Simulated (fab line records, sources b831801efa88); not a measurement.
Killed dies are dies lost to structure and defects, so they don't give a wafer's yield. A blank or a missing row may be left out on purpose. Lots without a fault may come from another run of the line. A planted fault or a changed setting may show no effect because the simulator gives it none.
Which tool did it? | flow sky130 | 14 lots, 42 wafers sampled, at 6 steps of a route of 708

WHAT THE GAUGES READ, wafer by wafer
SKY_LDD_N_OVL_MEAS_07.
lot  | measured     | on         | LDD_N_OVL (nm)
L847 | day 18 03:08 | overlay-01 | 2.9 0.3 2.5
L848 | day 18 16:47 | overlay-01 | 1.0 -0.6 -2.1
L849 | day 18 16:58 | overlay-02 | 1.9 0.7 0.0
L850 | day 18 18:56 | overlay-01 | -1.1 -1.0 1.8
L851 | day 19 07:12 | overlay-01 | 1.8 -0.8 -1.0
L852 | day 19 21:02 | overlay-01 | 2.7 2.7 2.8
L854 | day 20 21:30 | overlay-02 | -1.9 -1.6 0.2
L855 | day 21 04:30 | overlay-02 | -1.2 0.6 0.3
L857 | day 21 16:17 | overlay-02 | -1.8 -1.7 -0.4
L862 | day 23 10:32 | overlay-01 | - - -
L863 | day 23 15:39 | overlay-01 | - - -
L868 | day 25 08:05 | overlay-01 | 1.2 -1.0 -0.9
L869 | day 25 15:04 | overlay-01 | 1.4 0.0 1.4
L870 | day 26 00:27 | overlay-01 | -1.3 -0.3 -1.8

SKY_LDD_P_TW_MEAS_11.
lot  | measured     | on            | LDD_P_TW
L847 | day 19 10:41 | film_metro-01 | 646 642 643
L848 | day 20 01:32 | film_metro-03 | 639 636 636
L849 | day 20 01:41 | film_metro-01 | 637 637 642
L850 | day 20 03:20 | film_metro-01 | 639 635 638
L851 | day 20 15:20 | film_metro-03 | 635 642 638
L852 | day 21 05:37 | film_metro-03 | 637 638 635
L854 | day 22 05:28 | film_metro-02 | 635 635 630
L855 | day 22 12:56 | film_metro-02 | 632 631 633
L857 | day 22 23:46 | film_metro-02 | 635 634 631
L862 | day 24 18:34 | film_metro-02 | 2569 2566 2557
L863 | day 24 23:24 | film_metro-01 | 2580 2588 2588
L868 | day 26 14:22 | film_metro-01 | 639 640 639
L869 | day 26 21:22 | film_metro-01 | 637 638 641
L870 | day 27 07:19 | film_metro-02 | 627 630 628

SKY_LDD_HVN_TW_MEAS_10.
lot  | measured     | on            | LDD_HVN_TW
L847 | day 20 17:56 | film_metro-02 | 1428 1430 1424
L848 | day 21 07:53 | film_metro-03 | 1439 1431 1440
L849 | day 21 08:07 | film_metro-03 | 1428 1429 1430
L850 | day 21 09:55 | film_metro-03 | 1436 1431 1425
L851 | day 21 22:01 | film_metro-02 | 1435 1428 1430
L852 | day 22 12:30 | film_metro-02 | 1429 1437 1433
L854 | day 23 11:16 | film_metro-04 | 1433 1432 1437
L855 | day 23 19:52 | film_metro-02 | 1441 1435 1428
L857 | day 24 07:02 | film_metro-03 | 1441 1446 1439
L862 | day 25 23:28 | film_metro-03 | 2682 2679 2696
L863 | day 26 04:20 | film_metro-02 | 2694 2717 2702
L868 | day 27 19:37 | film_metro-04 | 1435 1438 1434
L869 | day 28 03:02 | film_metro-03 | 1438 1446 1440
L870 | day 28 12:20 | film_metro-03 | 1451 1446 1450

SKY_SD_P_OVL_MEAS_08.
lot  | measured     | on         | SD_P_OVL (nm)
L847 | day 25 20:06 | overlay-02 | 0.1 0.4 1.7
L848 | day 26 10:02 | overlay-01 | 1.7 -0.5 -1.8
L849 | day 26 12:04 | overlay-01 | -0.2 -0.5 -1.3
L850 | day 26 12:49 | overlay-01 | -0.4 1.8 0.3
L851 | day 27 00:31 | overlay-01 | 0.6 1.1 0.3
L852 | day 27 16:49 | overlay-02 | -2.0 2.4 0.4
L854 | day 28 12:30 | overlay-02 | 0.9 0.0 -0.5
L855 | day 28 18:42 | overlay-01 | -3.8 -2.8 0.7
L857 | day 29 06:57 | overlay-01 | -1.1 3.2 0.2
L862 | day 30 20:46 | overlay-01 | 0.7 -0.5 0.4
L863 | day 31 00:37 | overlay-02 | -3.5 -2.6 -5.2
L868 | day 33 05:58 | overlay-02 | -0.4 -1.4 -0.3
L869 | day 33 06:17 | overlay-01 | 0.2 0.0 -0.1
L870 | day 33 06:22 | overlay-02 | -1.1 -0.1 -1.3

WHICH TOOL RAN EACH LOT (tool, then ch and the chambers of the sampled wafers, then the start)
lot  | SKY_FIELD_ISO_ETCH_14             | SKY_LDD_N_COAT_02
L847 | rie_diel-04 ch 1,2,3, day 2 03:48 | litho_track-02 ch 0, day 17 12:44
L848 | rie_diel-02 ch 0,1,3, day 2 12:05 | litho_track-01 ch 0, day 18 01:47
L849 | rie_diel-02 ch 0,2,3, day 2 15:09 | litho_track-02 ch 0, day 18 01:53
L850 | rie_diel-02 ch 0,2,3, day 2 20:03 | litho_track-04 ch 0, day 18 04:20
L851 | rie_diel-02 ch 0,2,3, day 3 02:40 | litho_track-01 ch 0, day 18 16:16
L852 | rie_diel-02 ch 0,2,3, day 3 07:30 | litho_track-01 ch 0, day 19 05:01
L854 | rie_diel-02 ch 1,3, day 3 18:27   | litho_track-04 ch 0, day 20 05:48
L855 | rie_diel-01 ch 0,1,3, day 3 21:54 | litho_track-02 ch 0, day 20 12:44
L857 | rie_diel-04 ch 0,2,3, day 4 10:17 | litho_track-02 ch 0, day 21 00:50
L862 | rie_diel-02 ch 0,2, day 5 10:18   | litho_track-02, day 22 19:08
L863 | rie_diel-02 ch 2,3, day 5 15:53   | litho_track-02, day 23 00:29
L868 | rie_diel-02 ch 0,3, day 6 20:05   | litho_track-04 ch 0, day 24 17:33
L869 | rie_diel-02 ch 1,2,3, day 6 22:48 | litho_track-04 ch 0, day 25 00:05
L870 | rie_diel-02 ch 1,2,3, day 7 04:09 | litho_track-02 ch 0, day 25 10:07
- SKY_FIELD_ISO_ETCH_14: etches BARC in N2/H2, stops on SiO2, time 45.9 s, target depth 60 nm.
- SKY_LDD_N_COAT_02: resist thk 300 nm.

WHAT THE TOOLS THEMSELVES READ (means of the sampled wafers that have a number; where no wafer has one, the mark that the record gives instead)
SKY_FIELD_ISO_ETCH_14.
lot  | tool        | drypump_motor_current_A (A) | oes_product_au (a.u.) | throttle_valve_pct (%)
L847 | rie_diel-04 | 5.2                         | 0.864                 | 13.215
L848 | rie_diel-02 | 5.3                         | 0.860                 | 13.230
L849 | rie_diel-02 | 5.8                         | 0.861                 | 13.239
L850 | rie_diel-02 | 5.8                         | 0.862                 | 13.231
L851 | rie_diel-02 | 5.8                         | 0.867                 | 13.218
L852 | rie_diel-02 | 5.8                         | 0.861                 | 13.224
L854 | rie_diel-02 | 5.2                         | 0.866                 | 13.229
L855 | rie_diel-01 | 5.9                         | 0.864                 | 13.216
L857 | rie_diel-04 | 5.3                         | 0.863                 | 13.231
L862 | rie_diel-02 | 6.0                         | 0.861                 | 13.231
L863 | rie_diel-02 | 6.0                         | 0.864                 | 13.230
L868 | rie_diel-02 | 5.7                         | 0.865                 | 13.225
L869 | rie_diel-02 | 5.8                         | 0.867                 | 13.220
L870 | rie_diel-02 | 5.7                         | 0.863                 | 13.217

SKY_LDD_N_COAT_02.
lot  | tool           | chill_plate_temp_C (C) | dispense_pressure_kPa (kPa)
L847 | litho_track-02 | 23.23                  | 50.2
L848 | litho_track-01 | 23.07                  | 56.5
L849 | litho_track-02 | 22.93                  | 50.2
L850 | litho_track-04 | 23.04                  | 54.3
L851 | litho_track-01 | 23.02                  | 56.5
L852 | litho_track-01 | 22.98                  | 56.5
L854 | litho_track-04 | 22.99                  | 54.3
L855 | litho_track-02 | 23.16                  | 50.2
L857 | litho_track-02 | 23.04                  | 50.2
L862 | litho_track-02 | -                      | -
L863 | litho_track-02 | -                      | -
L868 | litho_track-04 | 22.95                  | 54.3
L869 | litho_track-04 | 22.94                  | 54.3
L870 | litho_track-02 | 23.02                  | 50.1

THE ANSWER, worked out from the rows above alone
Rule: what is usual is taken from the lots themselves. Put in order of their means at a reading, lots are off if they are a third of the lots or fewer, leave a main group of 4 or more, and stand apart from it by a gap of 3 or more times the standard deviation of the main group's means; of several such gaps the widest counts. A main group whose means are all the same, to the digits that the tables above print for the reading, isn't used. A lot without any number at a reading at which 4 lots or more have one is off too. The other lots that the step has rows for count as sound. The gauges are gone through in route order, then the tools' own readings, and for those a lot's mean is taken as printed above. The first step at which some lot is off is used, and at that step the reading that is off furthest; a lot without a number counts as furthest.
Off: L862, L863, at SKY_LDD_N_OVL_MEAS_07 (LDD_N_OVL). Without a number there: L862, L863. The main group: mean 0.2 nm, standard deviation 1.2.
A tool fits if, at a process step before that reading, it ran every lot that is off, and no sound lot after the first of them. The gauges at SKY_LDD_N_OVL_MEAS_07 aren't tried: what is off there is off at SKY_LDD_P_TW_MEAS_11 too, on other tools, and a gauge's error can't cause that. None of those tried fits.

WHAT THE SIMULATOR HAD PUT IN
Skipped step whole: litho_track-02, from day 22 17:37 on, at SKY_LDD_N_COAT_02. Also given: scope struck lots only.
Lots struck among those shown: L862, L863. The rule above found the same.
